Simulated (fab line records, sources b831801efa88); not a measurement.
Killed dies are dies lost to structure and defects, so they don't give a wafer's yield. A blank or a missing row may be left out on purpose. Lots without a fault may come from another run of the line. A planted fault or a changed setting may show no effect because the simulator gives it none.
One fault seen from 2 desks | flow gf180mcu | each desk has only its own numbers; what lay behind them comes last

THE METROLOGY DESK
What the gauges read, lot by lot, whatever tool the lot ran on: means of the sampled wafers that have a number. A lot is out of limits, marked OUT, if its mean lies more than 4 standard deviations from the usual mean; the brackets give that distance.
Columns: A = VT_IMPLANT_TW at GF_VT_IMPLANT_TW_MEAS_10, usual 555; B = HV_LDD_2_TW at GF_HV_LDD_TW_MEAS_23, usual 1054; C = HV_LDD_3_TW at GF_HV_LDD_TW_MEAS_38, usual 1431; D = HV_LDD_CVD_54_THK at GF_HV_LDD_THK_MEAS_55, usual 9.96 nm
lot  | first seen here | A   | B              | C    | D
L178 | day 5 16:30     | 559 | 1051           | 1425 | 10.26
L180 | day 6 09:33     | 560 | 1059           | 1430 | 9.93
L182 | day 7 02:55     | 558 | 1058           | 1432 | 9.97
L183 | day 7 12:11     | 560 | 1053           | 1434 | 10.15
L184 | day 7 16:44     | 558 | 1060           | 1437 | 9.84
L187 | day 8 10:36     | 556 | 1056           | 1427 | 9.91
L189 | day 8 17:58     | 554 | 1045           | 1431 | 9.89
L195 | day 10 03:44    | 558 | 1055           | 1434 | 9.85
L196 | day 10 12:10    | 555 | 1233 (+38) OUT | 1438 | 9.97
L197 | day 10 15:37    | 550 | 1240 (+40) OUT | 1418 | 9.83
L198 | day 10 19:52    | 551 | 1051           | 1431 | 9.89
L199 | day 11 03:49    | 557 | 1053           | 1433 | 9.92
L200 | day 11 11:39    | 556 | 1055           | 1435 | 10.08
L201 | day 11 15:17    | 553 | 1054           | 1438 | 9.88
This desk's finding: out of limits on L196, L197; first on L196, day 16 23:53 (HV_LDD_2_TW at GF_HV_LDD_TW_MEAS_23). In limits: L178, L180, L182, L183, L184, L187, L189, L195, L198, L199, L200, L201.

THE TOOL OWNER'S DESK: implanter-04
The tool's own readings at GF_HV_LDD_IMPLANT_21: means of the sampled wafers that have a number, for each lot that ran on this tool. A lot is out of limits, marked OUT, if its mean lies more than 4 standard deviations from the usual mean; the brackets give that distance.
Columns: A = dose_ions_cm2 at GF_HV_LDD_IMPLANT_21, usual 4.999e+13; B = end_station_pressure_torr at GF_HV_LDD_IMPLANT_21, usual 5.2e-06 Torr; C = faraday_current_uA at GF_HV_LDD_IMPLANT_21, usual 282
lot  | first seen here | A                           | B       | C
L187 | day 14 07:04    | 5.002e+13                   | 5.1e-06 | 279
L189 | day 14 16:49    | 5.001e+13                   | 5.1e-06 | 286
L196 | day 16 23:41    | 8.403e+13 (+99 or more) OUT | 5.2e-06 | 469 (+36) OUT
L197 | day 17 06:43    | 8.404e+13 (+99 or more) OUT | 5.3e-06 | 477 (+37) OUT
This desk's finding: out of limits on L196, L197; first on L196, day 16 23:41 (dose_ions_cm2 at GF_HV_LDD_IMPLANT_21). In limits: L187, L189.

PUT TOGETHER
The tool owner's desk could have raised an alarm at day 16 23:41, on L196, L197.
The metrology desk could have raised an alarm at day 16 23:53, on L196, L197.
Of the lots named, all ran GF_HV_LDD_IMPLANT_21 on implanter-04.

WHAT THE SIMULATOR HAD PUT IN
Process parameter drift: implanter-04, from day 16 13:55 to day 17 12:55, at GF_HV_LDD_IMPLANT_21. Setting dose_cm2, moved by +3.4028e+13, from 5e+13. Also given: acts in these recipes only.
Lots struck among those shown: L196, L197.
Hours from the fault's start to each desk's first reading out of limits: the tool owner's desk, 10; the metrology desk, 10.
